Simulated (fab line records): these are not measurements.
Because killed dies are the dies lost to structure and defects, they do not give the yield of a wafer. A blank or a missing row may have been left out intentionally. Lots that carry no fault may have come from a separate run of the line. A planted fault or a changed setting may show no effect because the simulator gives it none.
The tool behind it: which one? + flow sky130 + 38 wafers from 13 lots sampled at 2 of the route's 708 steps

WHAT THE GAUGES SHOWED, per wafer
SKY_VIA2_THK_MEAS_01.
| lot  | measured     | on            | VIA2_HDPCVD_THK (nm) |
|------|--------------|---------------|----------------------|
| L389 | day 35 02:43 | film metro-01 | 1184 1187 1178       |
| L391 | day 35 16:37 | film metro-01 | 1152 1168 1168       |
| L392 | day 36 04:55 | film metro-04 | 1170 1169 1153       |
| L395 | day 37 07:32 | film metro-02 | 1180 1170 1165       |
| L396 | day 37 13:04 | film metro-04 | 1175 1180 1172       |
| L397 | day 38 00:13 | film metro-02 | 1170 1155 1178       |
| L398 | day 38 05:14 | film metro-01 | 1173 1169 1168       |
| L400 | day 38 17:25 | film metro-04 | 1183 1198 1196       |
| L401 | day 38 21:21 | film metro-04 | 1166 1188 1182       |
| L406 | day 40 13:13 | film metro-04 | 883 1195             |
| L409 | day 41 08:39 | film metro-01 | 1173 1179 1176       |
| L410 | day 41 16:52 | film metro-02 | 1189 1184 1185       |
| L411 | day 41 22:49 | film metro-02 | 1178 1170 1169       |

EACH LOT AND THE TOOL THAT RAN IT (in order: tool; ch and the chambers of the sampled wafers; start)
| lot  | SKY_VIA2_HDPCVD_00               |
|------|----------------------------------|
| L389 | hdpcvd-02 ch 0,1,2, day 35 02:37 |
| L391 | hdpcvd-02 ch 0,1, day 35 16:26   |
| L392 | hdpcvd-02 ch 0,2, day 36 04:47   |
| L395 | hdpcvd-01 ch 0,1,2, day 37 07:24 |
| L396 | hdpcvd-01 ch 0,2, day 37 12:55   |
| L397 | hdpcvd-01 ch 0,1, day 38 00:04   |
| L398 | hdpcvd-02 ch 0,1, day 38 05:03   |
| L400 | hdpcvd-02 ch 0,1,2, day 38 17:17 |
| L401 | hdpcvd-01 ch 1,2, day 38 21:13   |
| L406 | hdpcvd-02 ch 0,2, day 40 13:08   |
| L409 | hdpcvd-01 ch 0,1,2, day 41 08:31 |
| L410 | hdpcvd-01 ch 0,1,2, day 41 16:47 |
| L411 | hdpcvd-01 ch 1,2, day 41 22:41   |
- SKY_VIA2_HDPCVD_00: deposits SiO2, target thk 1180 nm, time 196.7 s.

AS READ BY THE TOOLS THEMSELVES (means over the sampled wafers that have a number; for cases with no such wafer, the mark the record gives instead)
SKY_VIA2_HDPCVD_00.
| lot  | tool      | run length s (s) | sih4 flow sccm (sccm) | susceptor temp C (C) |
|------|-----------|------------------|-----------------------|----------------------|
| L389 | hdpcvd-02 | 224.9            | 60.10                 | 400.15               |
| L391 | hdpcvd-02 | 225.2            | 59.84                 | 400.01               |
| L392 | hdpcvd-02 | 225.0            | 60.11                 | 399.87               |
| L395 | hdpcvd-01 | 224.8            | 59.98                 | 399.96               |
| L396 | hdpcvd-01 | 225.0            | 59.86                 | 399.91               |
| L397 | hdpcvd-01 | 225.1            | 59.88                 | 400.31               |
| L398 | hdpcvd-02 | 225.0            | 60.21                 | 399.98               |
| L400 | hdpcvd-02 | 224.8            | 59.92                 | 400.01               |
| L401 | hdpcvd-01 | 224.7            | 60.01                 | 400.15               |
| L406 | hdpcvd-02 | 200.2            | 59.86                 | 400.25               |
| L409 | hdpcvd-01 | 224.7            | 59.90                 | 400.13               |
| L410 | hdpcvd-01 | 225.1            | 59.97                 | 399.92               |
| L411 | hdpcvd-01 | 224.9            | 59.92                 | 400.09               |

THE ANSWER, worked out from the rows above alone
Rule: usual is defined by the lots themselves. Put in order of their means at a reading, lots are off if they are a third of the lots or fewer, leave a main group of 4 or more, and stand apart from it by a gap of 3 or more times the standard deviation of the main group's means; of several such gaps the widest counts. A main group whose means are all the same, to the digits that the tables above print for the reading, isn't used. Also off: a lot with no number at a reading for which 4 or more lots have one. Any other lot the step has rows for is counted as sound. The gauges are gone through in route order, then the tools' own readings, and for those a lot's mean is taken as printed above. The first step at which some lot is off is used, and at that step the reading that is off furthest; a lot without a number counts as furthest.
Off: L406, at SKY_VIA2_THK_MEAS_01 (VIA2_HDPCVD_THK). The main group: mean 1175 nm, standard deviation 8.5.
A tool fits if, at a process step before that reading, it ran every lot that is off, and no sound lot after the first of them. Not tried: the gauges at SKY_VIA2_THK_MEAS_01; whatever is off there is also off at SKY_VIA2_HDPCVD_00, on other tools, and gauge error can't account for it. One candidate fits, namely hdpcvd-02 at SKY_VIA2_HDPCVD_00. Its last sound lot is L400 (day 38 17:17), its first lot that is off L406 (day 40 13:08): a fault that began between those two fits.
The tool's own readings at SKY_VIA2_HDPCVD_00 bear it out: on the lots that are off they differ by more than 5 times the standard deviation of the sound lots' means. run length s reads 200.2 s there against 224.9 s on the sound lots.

WHAT THE SIMULATOR HAD PUT IN
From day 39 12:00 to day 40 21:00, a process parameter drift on hdpcvd-02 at SKY_VIA2_HDPCVD_00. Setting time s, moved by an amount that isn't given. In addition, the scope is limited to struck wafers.
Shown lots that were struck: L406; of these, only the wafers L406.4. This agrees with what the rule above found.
